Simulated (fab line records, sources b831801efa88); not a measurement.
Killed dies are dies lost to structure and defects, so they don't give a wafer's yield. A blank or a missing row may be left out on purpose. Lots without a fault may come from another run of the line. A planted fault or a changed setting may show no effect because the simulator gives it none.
Which tool did it? | flow sky130 | 11 lots, 33 wafers sampled, at 1 step of a route of 708

WHAT THE GAUGES READ, wafer by wafer
SKY_FIELD_ISO_THK_MEAS_04. Usual: FIELD_ISO_CVD_03_THK 164.6 nm, standard deviation 1.4.
lot  | measured    | on            | FIELD_ISO_CVD_03_THK (nm) | flag
L129 | day 1 16:04 | film_metro-03 | 165.5 164.5 165.5         |
L132 | day 2 04:57 | film_metro-03 | 164.2 163.5 164.6         |
L135 | day 2 19:47 | film_metro-03 | 165.2 166.1 165.5         |
L137 | day 3 05:43 | film_metro-01 | 165.5 166.3 166.2         |
L140 | day 3 23:13 | film_metro-03 | 164.6 164.5 165.5         |
L141 | day 4 01:46 | film_metro-03 | 162.5 161.6 163.7         |
L142 | day 4 09:11 | film_metro-03 | 167.4 166.6 167.1         |
L143 | day 4 12:32 | film_metro-01 | 166.3 166.2 166.8         |
L145 | day 4 22:32 | film_metro-03 | 162.2 161.8 161.8         |
L150 | day 6 00:31 | film_metro-01 | 163.8 163.9 164.9         |
L152 | day 6 09:04 | film_metro-03 | 166.8 167.1 166.1         |

WHICH TOOL RAN EACH LOT (tool, then ch and the chambers of the sampled wafers, then the start)
The record holds no process step before these readings.

WHAT THE TOOLS THEMSELVES READ (means of the sampled wafers that have a number; where no wafer has one, the mark that the record gives instead)
The record holds no such reading with a usual standard deviation.

THE ANSWER, worked out from the rows above alone
Rule: a lot is off if the mean of its wafers that have a number lies more than 3 standard deviations from the usual mean. A lot without any number at a reading at which 4 lots or more have one is off too. The other lots that the step has rows for count as sound. The gauges are gone through in route order, then the tools' own readings, and for those a lot's mean is taken as printed above. The first step at which some lot is off is used, and at that step the reading that is off furthest; a lot without a number counts as furthest.
No lot is off at any reading shown: from this, nothing can be told.

WHAT THE SIMULATOR HAD PUT IN
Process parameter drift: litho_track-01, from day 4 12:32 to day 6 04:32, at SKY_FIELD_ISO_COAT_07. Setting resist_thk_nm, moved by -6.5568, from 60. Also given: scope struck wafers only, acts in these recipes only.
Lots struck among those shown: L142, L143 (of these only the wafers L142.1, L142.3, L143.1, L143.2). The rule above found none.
